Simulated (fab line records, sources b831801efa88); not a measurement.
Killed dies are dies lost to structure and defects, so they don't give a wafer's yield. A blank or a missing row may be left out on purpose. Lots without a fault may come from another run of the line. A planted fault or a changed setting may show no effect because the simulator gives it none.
Which tool did it? | flow sky130 | 13 lots, 39 wafers sampled, at 4 steps of a route of 708

WHAT THE GAUGES READ, wafer by wafer
SKY_LDD_P_OVL_MEAS_08.
lot  | measured     | on         | LDD_P_OVL (nm)
L959 | day 18 19:13 | overlay-02 | -0.9 -1.5 -1.4
L962 | day 19 22:01 | overlay-01 | -0.7 -0.2 -2.8
L963 | day 20 20:27 | overlay-01 | -1.0 1.7 -0.3
L964 | day 21 02:40 | overlay-02 | -0.4 -2.1 -1.4
L965 | day 21 13:34 | overlay-01 | -0.2 -0.2 -1.2
L968 | day 22 10:34 | overlay-01 | 0.0 0.1 0.7
L973 | day 24 01:37 | overlay-01 | -2.5 0.2 -0.4
L974 | day 24 14:40 | overlay-02 | 0.1 -1.4 -0.7
L978 | day 25 23:25 | overlay-01 | -0.7 -1.2 0.0
L979 | day 26 06:45 | overlay-01 | 1.1 2.0 0.4
L980 | day 26 19:19 | overlay-01 | -0.2 -0.3 -0.8
L981 | day 27 00:12 | overlay-01 | 0.4 -0.7 0.2
L982 | day 27 22:13 | overlay-02 | -3.4 -4.6 -1.7

SKY_LDD_HVN_OVL_MEAS_07.
lot  | measured     | on         | LDD_HVN_OVL (nm)
L959 | day 20 02:35 | overlay-01 | 1.6 0.8 3.6
L962 | day 21 05:05 | overlay-02 | 0.1 1.4 1.4
L963 | day 22 03:11 | overlay-01 | 1.6 1.5 1.1
L964 | day 22 09:38 | overlay-02 | -0.7 0.4 -0.5
L965 | day 22 20:20 | overlay-02 | 0.0 2.1 0.5
L968 | day 23 16:38 | overlay-01 | 0.7 1.7 -0.1
L973 | day 25 07:42 | overlay-02 | -0.5 -0.8 -0.2
L974 | day 25 20:08 | overlay-01 | 0.5 3.0 1.9
L978 | day 27 04:42 | overlay-01 | 0.9 1.0 0.2
L979 | day 27 12:14 | overlay-01 | 3.1 1.4 3.2
L980 | day 27 23:54 | overlay-02 | 0.1 -1.9 1.6
L981 | day 28 05:17 | overlay-02 | 1.5 1.0 1.8
L982 | day 29 03:17 | overlay-02 | 2.0 -2.0 0.8

WHICH TOOL RAN EACH LOT (tool, then ch and the chambers of the sampled wafers, then the start)
lot  | SKY_LDD_N_IMPLANT_14            | SKY_LDD_P_STRIP_10
L959 | implanter-03 ch 0, day 17 12:00 | plasma_asher-01 ch 0,1, day 18 19:24
L962 | implanter-03 ch 0, day 18 14:06 | plasma_asher-04 ch 0, day 19 22:11
L963 | implanter-04 ch 0, day 19 12:31 | plasma_asher-03 ch 0, day 20 20:38
L964 | implanter-03 ch 0, day 19 19:08 | plasma_asher-01 ch 0,1, day 21 02:50
L965 | implanter-03 ch 0, day 20 06:22 | plasma_asher-03 ch 0,1, day 21 13:47
L968 | implanter-03 ch 0, day 21 03:43 | plasma_asher-01 ch 0,1, day 22 10:45
L973 | implanter-04 ch 0, day 22 20:17 | plasma_asher-03 ch 0,1, day 24 01:50
L974 | implanter-04 ch 0, day 23 07:37 | plasma_asher-01 ch 0,1, day 24 14:52
L978 | implanter-02 ch 0, day 24 17:40 | plasma_asher-03 ch 0,1, day 25 23:37
L979 | implanter-02 ch 0, day 25 01:22 | plasma_asher-03 ch 0,1, day 26 06:56
L980 | implanter-04 ch 0, day 25 13:58 | plasma_asher-04 ch 0,1, day 26 19:32
L981 | implanter-02 ch 0, day 25 19:13 | plasma_asher-03 ch 0,1, day 27 00:23
L982 | implanter-04 ch 0, day 26 16:55 | plasma_asher-03 ch 0,1, day 27 22:24
- SKY_LDD_N_IMPLANT_14
- SKY_LDD_P_STRIP_10: strips in O2/N2.

WHAT THE TOOLS THEMSELVES READ (means of the sampled wafers that have a number; where no wafer has one, the mark that the record gives instead)
SKY_LDD_N_IMPLANT_14.
lot  | tool         | dose_ions_cm2 | end_station_pressure_torr (Torr) | faraday_current_uA
L959 | implanter-03 | 5.005e+12     | 4.94e-06                         | 28.3
L962 | implanter-03 | 5.011e+12     | 5.00e-06                         | 28.3
L963 | implanter-04 | 5.002e+12     | 5.08e-06                         | 28.6
L964 | implanter-03 | 5.002e+12     | 5.08e-06                         | 28.2
L965 | implanter-03 | 4.994e+12     | 4.84e-06                         | 28.7
L968 | implanter-03 | 5.006e+12     | 4.90e-06                         | 28.3
L973 | implanter-04 | 7.437e+12     | 4.96e-06                         | 41.8
L974 | implanter-04 | 7.437e+12     | 5.03e-06                         | 41.5
L978 | implanter-02 | 5.005e+12     | 4.91e-06                         | 28.4
L979 | implanter-02 | 5.006e+12     | 5.24e-06                         | 27.8
L980 | implanter-04 | 4.998e+12     | 4.97e-06                         | 28.0
L981 | implanter-02 | 5.008e+12     | 5.02e-06                         | 27.6
L982 | implanter-04 | 5.002e+12     | 4.88e-06                         | 27.7

SKY_LDD_P_STRIP_10.
lot  | tool            | drypump_motor_current_A (A) | oes_product_au (a.u.) | strip_time_to_endpoint_s (s)
L959 | plasma_asher-01 | 5.9                         | 0.718                 | 14.27
L962 | plasma_asher-04 | 5.4                         | 0.720                 | 14.17
L963 | plasma_asher-03 | 6.4                         | 0.712                 | 14.16
L964 | plasma_asher-01 | 5.7                         | 0.716                 | 14.21
L965 | plasma_asher-03 | 6.4                         | 0.717                 | 14.19
L968 | plasma_asher-01 | 5.9                         | 0.714                 | 14.16
L973 | plasma_asher-03 | 6.4                         | 0.718                 | 14.20
L974 | plasma_asher-01 | 5.9                         | 0.714                 | 14.21
L978 | plasma_asher-03 | 6.4                         | 0.715                 | 14.17
L979 | plasma_asher-03 | 6.4                         | 0.718                 | 14.22
L980 | plasma_asher-04 | 6.3                         | 0.717                 | 14.19
L981 | plasma_asher-03 | 6.4                         | 0.719                 | 14.16
L982 | plasma_asher-03 | 6.4                         | 0.712                 | 14.14

THE ANSWER, worked out from the rows above alone
Rule: what is usual is taken from the lots themselves. Put in order of their means at a reading, lots are off if they are a third of the lots or fewer, leave a main group of 4 or more, and stand apart from it by a gap of 3 or more times the standard deviation of the main group's means; of several such gaps the widest counts. A main group whose means are all the same, to the digits that the tables above print for the reading, isn't used. A lot without any number at a reading at which 4 lots or more have one is off too. The other lots that the step has rows for count as sound. The gauges are gone through in route order, then the tools' own readings, and for those a lot's mean is taken as printed above. The first step at which some lot is off is used, and at that step the reading that is off furthest; a lot without a number counts as furthest.
Off: L973, L974, at SKY_LDD_N_IMPLANT_14 (dose_ions_cm2). The main group: mean 5.004e+12, standard deviation 4.5e+09.
A tool fits if, at that step or a process step before it, it ran every lot that is off, and no sound lot after the first of them. None of those tried fits.

WHAT THE SIMULATOR HAD PUT IN
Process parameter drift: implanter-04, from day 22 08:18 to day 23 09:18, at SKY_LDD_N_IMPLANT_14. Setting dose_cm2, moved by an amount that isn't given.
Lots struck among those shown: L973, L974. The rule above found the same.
